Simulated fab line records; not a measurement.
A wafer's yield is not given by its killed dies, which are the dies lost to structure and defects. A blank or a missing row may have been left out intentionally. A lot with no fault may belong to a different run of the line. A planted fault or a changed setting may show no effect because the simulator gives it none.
Which tool did it? -- flow sfqLine -- 42 wafers from 14 lots sampled at 4 of the route's 325 steps

WHAT THE GAUGES SHOWED, per wafer
SFQ_I7_BOW_MEAS_946.
lot,measured,on,I7_BOW (um)
L194,day 81 17:58,filmMetro-02,2 7 1
L196,day 82 18:23,filmMetro-04,22 24 9
L197,day 82 22:46,filmMetro-02,-2 0 5
L198,day 83 03:09,filmMetro-04,12 -2 12
L203,day 84 23:14,filmMetro-02,10 15 4
L204,day 85 05:08,filmMetro-02,17 27 23
L208,day 86 15:28,filmMetro-02,-5 -1 -5
L211,day 87 02:44,filmMetro-01,4 -6 -2
L212,day 87 22:38,filmMetro-01,9 24 12
L213,day 88 14:28,filmMetro-04,4 3 7
L214,day 88 17:31,filmMetro-02,13 25 13
L215,day 92 06:42,filmMetro-04,6 24 4
L216,day 93 02:17,filmMetro-01,-5 2 -4
L217,day 93 05:15,filmMetro-01,-4 -10 4

EACH LOT AND THE TOOL THAT RAN IT (in order: tool; ch and the chambers of the sampled wafers; start)
lot,SFQ_TRILAYER_M1_LITHO_COAT_039,SFQ_TRILAYER_R5_ETCH_METAL_ETCH_139,SFQ_TRILAYER_I7_CMP_CMP_184
L194,"lithoTrack-03 ch 0, day 17 18:16","rieMetal-04 ch 0,1, day 62 17:56","cmp-02 ch 1,2,3, day 81 15:58"
L196,"lithoTrack-04 ch 0, day 18 19:04","rieMetal-04 ch 0,1, day 63 05:40","cmp-01 ch 1,2,3, day 82 15:22"
L197,"lithoTrack-03 ch 0, day 19 02:11","rieMetal-03 ch 0,1, day 63 11:40","cmp-02 ch 0,2,3, day 82 19:46"
L198,"lithoTrack-02 ch 0, day 19 13:35","rieMetal-04 ch 0,1, day 63 15:16","cmp-01 ch 0,2,3, day 83 00:39"
L203,"lithoTrack-04 ch 0, day 22 09:29","rieMetal-04 ch 0,1, day 65 06:57","cmp-01 ch 1,2,3, day 84 20:44"
L204,"lithoTrack-04 ch 0, day 22 12:07","rieMetal-02 ch 0,1, day 65 11:33","cmp-01 ch 0,3, day 85 02:37"
L208,"lithoTrack-02 ch 0, day 23 18:02","rieMetal-02 ch 0,1, day 67 00:46","cmp-02 ch 0,1,3, day 86 13:25"
L211,"lithoTrack-02 ch 0, day 25 05:07","rieMetal-03 ch 0,1, day 67 21:03","cmp-01 ch 1,3, day 87 00:14"
L212,"lithoTrack-04 ch 0, day 25 20:46","rieMetal-04 ch 0,1, day 69 04:30","cmp-01 ch 1,2,3, day 87 20:38"
L213,"lithoTrack-02 ch 0, day 26 11:10","rieMetal-04 ch 1, day 69 21:33","cmp-01 ch 0,2,3, day 88 11:58"
L214,"lithoTrack-02 ch 0, day 27 00:15","rieMetal-03 ch 0,1, day 70 04:46","cmp-01 ch 0,1, day 88 14:58"
L215,"lithoTrack-02 ch 0, day 27 07:13","rieMetal-04 ch 0,1, day 75 15:23","cmp-02 ch 1,2,3, day 92 03:41"
L216,"lithoTrack-03 ch 0, day 27 14:31","rieMetal-02 ch 0,1, day 79 19:08","cmp-02 ch 1,2, day 92 23:14"
L217,"lithoTrack-04 ch 0, day 27 20:25","rieMetal-04 ch 0,1, day 79 20:19","cmp-02 ch 0,2,3, day 93 03:14"
- SFQ_TRILAYER_M1_LITHO_COAT_039: resist thk 600 nm.
- SFQ_TRILAYER_R5_ETCH_METAL_ETCH_139: etches the open film in Cl2, stops on SiO2, target depth 60 nm, time 40 s.
- SFQ_TRILAYER_I7_CMP_CMP_184: polishes SiO2.

AS READ BY THE TOOLS THEMSELVES (means over the sampled wafers that have a number; for cases with no such wafer, the mark the record gives instead)
SFQ_TRILAYER_M1_LITHO_COAT_039.
lot,tool,dispensePressureKPa (kPa),spinSpeedRpm (rpm)
L194,lithoTrack-03,53.0,2997.0
L196,lithoTrack-04,51.0,2998.5
L197,lithoTrack-03,53.0,3001.0
L198,lithoTrack-02,55.2,2999.2
L203,lithoTrack-04,51.0,2663.4
L204,lithoTrack-04,51.0,2663.0
L208,lithoTrack-02,55.2,3000.9
L211,lithoTrack-02,55.2,2998.8
L212,lithoTrack-04,51.0,3001.6
L213,lithoTrack-02,55.2,3001.7
L214,lithoTrack-02,55.2,2999.7
L215,lithoTrack-02,55.2,2999.1
L216,lithoTrack-03,53.0,3001.0
L217,lithoTrack-04,51.0,2999.7

SFQ_TRILAYER_R5_ETCH_METAL_ETCH_139.
lot,tool,biasW (W),chamberPressureMTorr (mTorr),drypumpMotorCurrentA (A),heBacksideLeakSccm (sccm),oesProductAu (a.u.)
L194,rieMetal-04,80.26,9.999,6.2,3.41,0.988
L196,rieMetal-04,79.90,10.008,5.9,3.34,0.987
L197,rieMetal-03,79.76,9.999,6.0,3.67,0.988
L198,rieMetal-04,80.04,10.000,6.1,3.36,0.992
L203,rieMetal-04,80.08,10.000,6.2,3.52,0.986
L204,rieMetal-02,80.02,10.001,5.8,3.62,0.983
L208,rieMetal-02,80.00,10.005,5.8,3.48,0.982
L211,rieMetal-03,80.30,10.003,6.1,3.40,0.985
L212,rieMetal-04,79.85,9.996,6.1,3.33,0.997
L213,rieMetal-04,80.14,9.999,6.4,3.58,0.988
L214,rieMetal-03,79.69,9.993,6.1,3.38,0.992
L215,rieMetal-04,79.78,10.002,6.2,3.38,0.980
L216,rieMetal-02,79.93,10.007,5.7,3.43,0.989
L217,rieMetal-04,80.01,9.995,5.9,3.55,0.984

SFQ_TRILAYER_I7_CMP_CMP_184.
lot,tool,motorCurrentA (A),platenRpm (rpm),retainingRingPressureFrac,slurryFilterDpKPa (kPa),timeToEndpointS (s)
L194,cmp-02,11.3,60.02,1.000,13.50,209
L196,cmp-01,10.2,60.03,1.002,13.51,222
L197,cmp-02,9.6,59.99,0.998,13.42,213
L198,cmp-01,10.1,59.99,0.997,13.41,210
L203,cmp-01,10.2,60.04,1.000,13.58,219
L204,cmp-01,10.0,59.97,0.997,13.47,219
L208,cmp-02,10.1,59.99,0.999,13.49,211
L211,cmp-01,9.8,59.96,0.998,13.40,212
L212,cmp-01,10.6,60.00,0.997,13.53,221
L213,cmp-01,10.2,59.97,0.997,13.51,217
L214,cmp-01,9.8,59.98,0.993,13.46,228
L215,cmp-02,10.6,59.99,1.000,13.37,212
L216,cmp-02,11.6,60.02,1.000,13.58,213
L217,cmp-02,9.8,59.99,1.001,13.56,216

THE ANSWER, worked out from the rows above alone
Rule: usual is defined by the lots themselves. The widest of any qualifying gaps counts: lots, ordered by their means at a reading, are off when they make up no more than a third of the lots, leave a main group of 4 or more, and stand apart from it by 3 or more times the standard deviation of that group's means. A main group whose means are all the same, to the digits that the tables above print for the reading, isn't used. A lot without any number at a reading at which 4 lots or more have one is off too. All remaining lots with rows at the step are treated as sound. First the gauges in route order, then the tools' own readings, where a lot's mean is used as printed above. The first step at which some lot is off is used, and at that step the reading that is off furthest; a lot without a number counts as furthest.
Off, at SFQ_TRILAYER_M1_LITHO_COAT_039 on spinSpeedRpm: L203, L204. The main group has a mean of 2999.8 rpm with a standard deviation of 1.4.
A tool fits if, at that step or a process step before it, it ran every lot that is off, and no sound lot after the first of them. None of those tried fits.

WHAT THE SIMULATOR PUT IN
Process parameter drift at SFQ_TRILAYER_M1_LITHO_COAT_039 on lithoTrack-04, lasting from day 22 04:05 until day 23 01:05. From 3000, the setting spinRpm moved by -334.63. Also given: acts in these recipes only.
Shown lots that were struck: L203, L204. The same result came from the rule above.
